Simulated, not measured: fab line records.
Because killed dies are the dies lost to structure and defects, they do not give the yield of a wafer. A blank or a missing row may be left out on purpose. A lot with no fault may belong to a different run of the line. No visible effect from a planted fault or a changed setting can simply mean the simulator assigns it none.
Comparing a struck lot with a sound one	flow sky130	37 steps out of a route of 708
Sound: wafers L412.1, L412.2, L412.6. Wafers L411.1, L411.3, L411.4 were the ones struck. The cause is named last.
Each step with rows lists, per side, the tool, then ch with its chambers, then its first start. Under that, the readings that differ: sound wafers	struck wafers	difference of the means	sigmas: that difference in standard deviations of wafers without a fault.
alike: readings with means less than 2 such deviations apart, plus words and numbers identical on both sides. not compared: withheld readings, readings lacking a value on some wafer, bounds such as >300 that could conceal the same value, and numbers that have no deviation in the record and whose values overlap.
Wherever a step has rows on one side only, a row that says differs or no value, or a row with sigmas, the two part there. Non-overlapping numbers with no deviation appear without sigmas and do not part them. A reading that every wafer of one side lacks parts them only if that side has two wafers or more.

first, 9 steps without rows for these wafers: SKY_VIA2_SPUTTER_20 (material TiN, target thk 20 nm, time 80 s); SKY_VIA2_CVD_21 (deposits W, target thk 420 nm, time 126.4 s); SKY_VIA2_CMP_24 (polishes, stops on SiO2, t overpolish 20 s, target thk 0 nm); SKY_METAL3_SPUTTER_00 (material Ti, target thk 15 nm, time 10 s); SKY_METAL3_SPUTTER_01 (material TiN, target thk 20 nm, time 16.7 s); SKY_METAL3_SPUTTER_02 (material AlCu, target thk 735 nm, time 39.1 s); SKY_METAL3_SPUTTER_03 (material Ti, target thk 5 nm, time 3.3 s); SKY_METAL3_SPUTTER_04 (material TiN, target thk 70 nm, time 58.3 s); SKY_CAPM_CVD_00 (deposits SiO2, target thk 15.5 nm).
SKY_CAPM_SPUTTER_02: material TiN, target thk 200 nm, time 166.7 s.
  sound on pvdSputter-02, day 42 14:34; struck on pvdSputter-04, day 42 04:40
reading	sound	struck	difference	sigmas
susceptorTempC (C)	300.21 299.75 299.89	- - -	no value on the struck wafers	
model.TiN_of_CAPM_SPUTTER_02.thkNm (nm)	203.3 204.5 202.8	187.3 185.9 187.7	-16.6	
  alike: throttleValvePct
SKY_CAPM_RS_MEAS_03: uses a four-point probe to measure.
  sound on filmMetro-02, day 42 14:41; struck on filmMetro-02, day 42 05:03
reading	sound	struck	difference	sigmas
CAPM_TIN_RS (ohm/sq)	6.77 6.75 6.81	7.38 7.45 7.38	+0.63	+9
  not compared: hold
SKY_CAPM_THK_MEAS_04: measures by xrf.
  sound on filmMetro-02, day 42 14:48; struck on filmMetro-02, day 42 06:37
reading	sound	struck	difference	sigmas
CAPM_TIN_THK (nm)	203.7 204.2 202.7	187.6 185.5 188.0	-16.5	-7
  not compared: hold
then, 6 steps without rows for these wafers: SKY_CAPM_HMDS_06 (prime time 60 s); SKY_CAPM_COAT_07 (resist thk 1140 nm); SKY_CAPM_SOFTBAKE_08 (time 60 s); SKY_CAPM_EXPOSE_09 (exposes mask CAPM, target cd 1000 nm); SKY_CAPM_PEB_10; SKY_CAPM_DEVELOP_11 (develop time 60 s).
SKY_CAPM_METAL_ETCH_13: etches TiN in Cl2/BCl3, stops on SiO2, target depth 220 nm, time 62.9 s.
  sound on rieMetal-04 ch 0,1, day 43 13:43; struck on rieMetal-04 ch 0,1, day 43 03:47
reading	sound	struck	difference	sigmas
oesProductAu (a.u.)	0.948 0.963 0.956	0.906 0.899 0.897	-0.055	-7
throttleValvePct (%)	21.893 21.903 21.904	21.929 21.915 21.927	+0.024	+2
  alike: drypumpMotorCurrentA, heBacksideLeakSccm
  not compared: rfHoursCounterH
then, 16 steps without rows for these wafers: SKY_CAPM_STRIP_14 (strips in O2/N2); SKY_CAPM_STRIP_15 (strips in post etch residue remover, time 1200 s); SKY_CAPM_CLEAN_16 (cleans in IPA, time 180 s); SKY_CAPM_CLEAN_17 (cleans in O3/DIW); SKY_METAL3_DEHYDRATE_05 (time 60 s); SKY_METAL3_HMDS_06 (prime time 60 s); SKY_METAL3_COAT_07 (resist thk 60 nm); SKY_METAL3_COAT_08 (resist thk 1140 nm); SKY_METAL3_SOFTBAKE_09 (time 90 s); SKY_METAL3_EXPOSE_10 (exposes mask MM3, target cd 300 nm); SKY_METAL3_PEB_11; SKY_METAL3_DEVELOP_12 (develop time 60 s); SKY_METAL3_DESCUM_15 (chemistry O2, time 8 s); SKY_METAL3_ETCH_16 (etches BARC in N2/H2, stops on SiO2, time 88.2 s, target depth 60 nm); SKY_METAL3_ETCH_17 (etches SiO2 in C4F8/O2/Ar, stops on TiN, time 3.9 s, target depth 15 nm); SKY_METAL3_METAL_ETCH_18 (etches the open film in Cl2/BCl3, stops on SiO2, target depth 845 nm, time 183.1 s).
SKY_METAL3_STRIP_20: strips in post etch residue remover, time 1200 s.
  sound on wetBench-03 ch 3, day 44 13:03; struck on wetBench-03 ch 2, day 44 03:01
reading	sound	struck	difference	sigmas
tempC (C)	72.66 72.68 72.64	72.44 72.41 72.39	-0.25	-2
model.TiN_of_CAPM_SPUTTER_02.thkNm (nm)	202.5 203.7 202	186.5 185 186.8	-16.6	
-- the record jumps here: 6 days lie between the struck wafers' starts before and after (it left off in module METAL3 and takes up again in module PAD_OPEN, whose first step shown is number 708 of the route) --
SKY_PAD_OPEN_PROBE_99:
  sound on prober-01, day 50 14:20; struck on prober-01, day 50 09:07
reading	sound	struck	difference	sigmas
model.etest.capMim.plateOhmSq	5.952 5.864 5.9	6.371 6.442 6.424	+0.507	
model.etest.capMim.leakLog10ACm2	-8.936 -9.157 -8.974	-8.714 -8.739 -8.7	+0.305	
  alike: defectLimitedYield, killed_at_M0_to_M3, killed_at_M4_up, killedAtContacts, killedAtFrontEnd, killedAtOther, killedDies, killedOnRim, killedOpen, killedShort, sort_bin_3_pad_short, sort_bin_5_function, sort_bin_6_memory, sortNPass, sortYieldPct

== WHERE THEY PART ==
At SKY_CAPM_SPUTTER_02 first; at SKY_METAL3_STRIP_20 last (within this record only). Later steps at which nothing parts them and some readings are alike: SKY_PAD_OPEN_PROBE_99.

WHY: the cause the simulator had injected
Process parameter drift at SKY_CAPM_SPUTTER_02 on pvdSputter-04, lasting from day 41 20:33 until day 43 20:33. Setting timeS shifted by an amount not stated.
